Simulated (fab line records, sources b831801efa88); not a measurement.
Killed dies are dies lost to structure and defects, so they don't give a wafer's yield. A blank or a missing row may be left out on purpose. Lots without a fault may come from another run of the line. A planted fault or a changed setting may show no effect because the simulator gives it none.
Which tool did it? | flow sky130 | 12 lots, 36 wafers sampled, at 5 steps of a route of 708

WHAT THE GAUGES READ, wafer by wafer
The record holds no reading of a measuring or inspecting step that can be judged against a usual standard deviation.

WHICH TOOL RAN EACH LOT (tool, then ch and the chambers of the sampled wafers, then the start)
lot  | SKY_VIA3_STRIP_16                    | SKY_METAL4_DESCUM_15              | SKY_METAL4_ETCH_17                 | SKY_METAL5_SPUTTER_01        | SKY_PAD_OPEN_PROBE_99
L489 | plasma_asher-03 ch 0,1, day 39 11:46 | rie_metal-03 ch 0,1, day 41 13:13 | rie_diel-02 ch 0,1,2, day 41 13:21 | pvd_sputter-02, day 42 15:29 | prober-02, day 45 13:41
L491 | plasma_asher-03 ch 0,1, day 40 18:40 | rie_metal-02 ch 0,1, day 42 16:31 | rie_diel-04 ch 2,3, day 42 16:39   | pvd_sputter-03, day 43 17:28 | prober-02, day 46 14:07
L494 | plasma_asher-01 ch 0,1, day 40 19:42 | rie_metal-04 ch 0,1, day 42 18:56 | rie_diel-04 ch 2,3, day 42 19:03   | pvd_sputter-03, day 43 19:34 | prober-02, day 46 15:05
L493 | plasma_asher-03 ch 1, day 40 23:55   | rie_metal-04 ch 0,1, day 43 00:10 | rie_diel-02 ch 0, day 43 00:19     | pvd_sputter-04, day 44 01:57 | -
L501 | plasma_asher-03 ch 0,1, day 43 03:13 | rie_metal-03 ch 1, day 45 00:59   | rie_diel-04 ch 0,2,3, day 45 01:07 | pvd_sputter-04, day 46 00:28 | prober-02, day 48 15:23
L503 | plasma_asher-04 ch 0,1, day 43 12:37 | rie_metal-03 ch 0,1, day 45 10:52 | rie_diel-03 ch 0,2,3, day 45 11:00 | pvd_sputter-04, day 46 11:11 | -
L504 | plasma_asher-01 ch 1, day 43 21:10   | rie_metal-04 ch 0,1, day 45 16:55 | rie_diel-04 ch 0,1, day 45 17:03   | pvd_sputter-02, day 46 15:58 | prober-01, day 49 05:56
L507 | plasma_asher-04 ch 0,1, day 44 13:48 | rie_metal-03 ch 0,1, day 46 11:08 | rie_diel-04 ch 0,2, day 46 11:15   | pvd_sputter-04, day 47 10:08 | prober-02, day 49 20:52
L508 | plasma_asher-04 ch 0,1, day 45 09:26 | rie_metal-03 ch 0,1, day 47 05:49 | rie_diel-03 ch 0,1,2, day 47 05:57 | pvd_sputter-03, day 48 04:31 | prober-01, day 50 12:53
L510 | plasma_asher-03 ch 1, day 46 02:13   | rie_metal-02 ch 1, day 47 21:13   | rie_diel-02 ch 1,2,3, day 47 21:21 | pvd_sputter-02, day 48 18:41 | prober-01, day 50 23:56
L512 | plasma_asher-01 ch 0,1, day 47 01:25 | rie_metal-02 ch 0,1, day 48 17:43 | rie_diel-04 ch 0,2,3, day 48 17:51 | pvd_sputter-02, day 49 13:35 | -
L511 | plasma_asher-03 ch 0,1, day 47 01:46 | rie_metal-03 ch 0,1, day 48 18:50 | rie_diel-03 ch 1,2,3, day 48 18:58 | pvd_sputter-03, day 49 14:41 | -
- SKY_VIA3_STRIP_16: strips in O2/N2.
- SKY_METAL4_DESCUM_15: chemistry O2, time 8 s.
- SKY_METAL4_ETCH_17: etches SiO2 in C4F8/O2/Ar, stops on TiN, time 3.9 s, target depth 15 nm.
- SKY_METAL5_SPUTTER_01: material TiN, target thk 20 nm, time 16.7 s.
- SKY_PAD_OPEN_PROBE_99

WHAT THE TOOLS THEMSELVES READ (means of the sampled wafers that have a number; where no wafer has one, the mark that the record gives instead)
SKY_VIA3_STRIP_16. Usual: drypump_motor_current_A 6.0 A, standard deviation 0.42; oes_product_au 0.403 a.u., standard deviation 0.0049; strip_time_to_endpoint_s 4.144 s, standard deviation 0.019.
lot  | tool            | drypump_motor_current_A (A) | oes_product_au (a.u.) | strip_time_to_endpoint_s (s) | flag
L489 | plasma_asher-03 | 5.9                         | 0.403                 | 4.159                        |
L491 | plasma_asher-03 | 5.8                         | 0.403                 | 4.145                        |
L494 | plasma_asher-01 | 5.8                         | 0.401                 | 4.155                        |
L493 | plasma_asher-03 | 5.5                         | 0.407                 | 4.158                        |
L501 | plasma_asher-03 | 5.8                         | 0.402                 | 4.140                        |
L503 | plasma_asher-04 | 6.3                         | 0.404                 | 4.125                        |
L504 | plasma_asher-01 | 5.9                         | 0.402                 | 4.135                        |
L507 | plasma_asher-04 | 6.1                         | 0.403                 | 4.133                        |
L508 | plasma_asher-04 | 6.2                         | 0.399                 | 4.133                        |
L510 | plasma_asher-03 | 5.5                         | 0.401                 | 4.152                        |
L512 | plasma_asher-01 | 5.8                         | 0.400                 | 4.117                        |
L511 | plasma_asher-03 | 5.8                         | 0.409                 | 4.174                        |

SKY_METAL4_DESCUM_15. Usual: drypump_motor_current_A 6.0 A, standard deviation 0.33; oes_product_au 1.002 a.u., standard deviation 0.0096.
lot  | tool         | drypump_motor_current_A (A) | oes_product_au (a.u.) | flag
L489 | rie_metal-03 | 6.1                         | 1.010                 |
L491 | rie_metal-02 | 6.0                         | 1.004                 |
L494 | rie_metal-04 | 5.9                         | 0.988                 |
L493 | rie_metal-04 | 5.8                         | 0.992                 |
L501 | rie_metal-03 | 6.4                         | 1.002                 |
L503 | rie_metal-03 | 6.2                         | 1.007                 |
L504 | rie_metal-04 | 5.9                         | 0.993                 |
L507 | rie_metal-03 | 6.3                         | 1.009                 |
L508 | rie_metal-03 | 6.1                         | 1.010                 |
L510 | rie_metal-02 | 5.3                         | 1.006                 |
L512 | rie_metal-02 | 6.0                         | 0.997                 |
L511 | rie_metal-03 | 6.2                         | 1.002                 |

SKY_METAL4_ETCH_17. Usual: bias_w 1200 W, standard deviation 3.4; oes_product_au 0.756 a.u., standard deviation 0.0062.
lot  | tool        | bias_w (W) | oes_product_au (a.u.) | flag
L489 | rie_diel-02 | 1197       | 0.748                 |
L491 | rie_diel-04 | 1196       | 0.756                 |
L494 | rie_diel-04 | 1199       | 0.759                 |
L493 | rie_diel-02 | 1201       | 0.758                 |
L501 | rie_diel-04 | 1199       | 0.757                 |
L503 | rie_diel-03 | 1200       | 0.757                 |
L504 | rie_diel-04 | 1201       | 0.754                 |
L507 | rie_diel-04 | 1198       | 0.762                 |
L508 | rie_diel-03 | 1201       | 0.753                 |
L510 | rie_diel-02 | 1202       | 0.753                 |
L512 | rie_diel-04 | 1198       | 0.753                 |
L511 | rie_diel-03 | 1201       | 0.755                 |

SKY_METAL5_SPUTTER_01. Usual: throttle_valve_pct 29.9 %, standard deviation 1.1.
lot  | tool           | throttle_valve_pct (%) | flag
L489 | pvd_sputter-02 | 30.0                   |
L491 | pvd_sputter-03 | 29.9                   |
L494 | pvd_sputter-03 | 30.5                   |
L493 | pvd_sputter-04 | 28.7                   |
L501 | pvd_sputter-04 | 29.6                   |
L503 | pvd_sputter-04 | 28.6                   |
L504 | pvd_sputter-02 | 30.0                   |
L507 | pvd_sputter-04 | 30.2                   |
L508 | pvd_sputter-03 | 29.7                   |
L510 | pvd_sputter-02 | 30.9                   |
L512 | pvd_sputter-02 | 30.7                   |
L511 | pvd_sputter-03 | 29.4                   |

SKY_PAD_OPEN_PROBE_99. Usual: defect_limited_yield 82.2 %, standard deviation 1.8; killed_at_M0_to_M3 44, standard deviation 6.8; killed_at_M4_up 2.9, standard deviation 1.9; killed_at_contacts 24, standard deviation 5.2; killed_at_front_end 16, standard deviation 4.1; killed_at_other 0.4, standard deviation 0.74; killed_dies 88, standard deviation 9.1; killed_open 48, standard deviation 7.2; killed_short 39, standard deviation 5.6; sort_bin_3_pad_short 0.9 %, standard deviation 0.43; sort_bin_5_function 10.6 %, standard deviation 1.4; sort_bin_6_memory 6.3 %, standard deviation 1; sort_n_pass 404, standard deviation 9.1; sort_yield_pct 82.2 %, standard deviation 1.8.
lot  | tool      | defect_limited_yield (%) | killed_at_M0_to_M3 | killed_at_M4_up | killed_at_contacts | killed_at_front_end | killed_at_other | killed_dies | killed_open | killed_short | sort_bin_3_pad_short (%) | sort_bin_5_function (%) | sort_bin_6_memory (%) | sort_n_pass | sort_yield_pct (%) | flag
L489 | prober-02 | 81.3                     | 44                 | 3.3             | 30                 | 13                  | 1.7             | 92          | 51          | 39           | 0.9                      | 10.6                    | 7.3                   | 400         | 81.3               |
L491 | prober-02 | 80.7                     | 48                 | 2.7             | 28                 | 16                  | 0.0             | 95          | 53          | 40           | 0.7                      | 11.6                    | 6.9                   | 397         | 80.7               |
L494 | prober-02 | 80.9                     | 50                 | 2.0             | 23                 | 18                  | 0.3             | 94          | 50          | 44           | 1.3                      | 12.0                    | 5.8                   | 398         | 80.9               |
L501 | prober-02 | 76.6                     | 84                 | 2.0             | 20                 | 9                   | 0.3             | 115         | 39          | 34           | 3.3                      | 14.2                    | 6.0                   | 377         | 76.6               | OFF
L504 | prober-01 | 83.5                     | 36                 | 1.7             | 26                 | 16                  | 1.0             | 81          | 42          | 38           | 0.5                      | 10.1                    | 5.9                   | 411         | 83.5               |
L507 | prober-02 | 83.0                     | 42                 | 3.0             | 25                 | 13                  | 0.3             | 83          | 47          | 36           | 0.7                      | 10.0                    | 6.2                   | 409         | 83.0               |
L508 | prober-01 | 81.8                     | 50                 | 4.3             | 21                 | 14                  | 0.0             | 89          | 46          | 44           | 1.1                      | 10.7                    | 6.4                   | 403         | 81.8               |
L510 | prober-01 | 81.4                     | 48                 | 2.3             | 26                 | 14                  | 0.0             | 91          | 50          | 41           | 1.0                      | 10.7                    | 6.8                   | 401         | 81.4               |

THE ANSWER, worked out from the rows above alone
Rule: a lot is off if the mean of its wafers that have a number lies more than 3 standard deviations from the usual mean. A lot without any number at a reading at which 4 lots or more have one is off too. The other lots that the step has rows for count as sound. The gauges are gone through in route order, then the tools' own readings, and for those a lot's mean is taken as printed above. The first step at which some lot is off is used, and at that step the reading that is off furthest; a lot without a number counts as furthest.
Off: L501, at SKY_PAD_OPEN_PROBE_99 (killed_at_M0_to_M3). Neither off nor sound, because the step has no rows for them: L493, L503, L512, L511.
A tool fits if, at that step or a process step before it, it ran every lot that is off, and no sound lot after the first of them. None of those tried fits.

WHAT THE SIMULATOR HAD PUT IN
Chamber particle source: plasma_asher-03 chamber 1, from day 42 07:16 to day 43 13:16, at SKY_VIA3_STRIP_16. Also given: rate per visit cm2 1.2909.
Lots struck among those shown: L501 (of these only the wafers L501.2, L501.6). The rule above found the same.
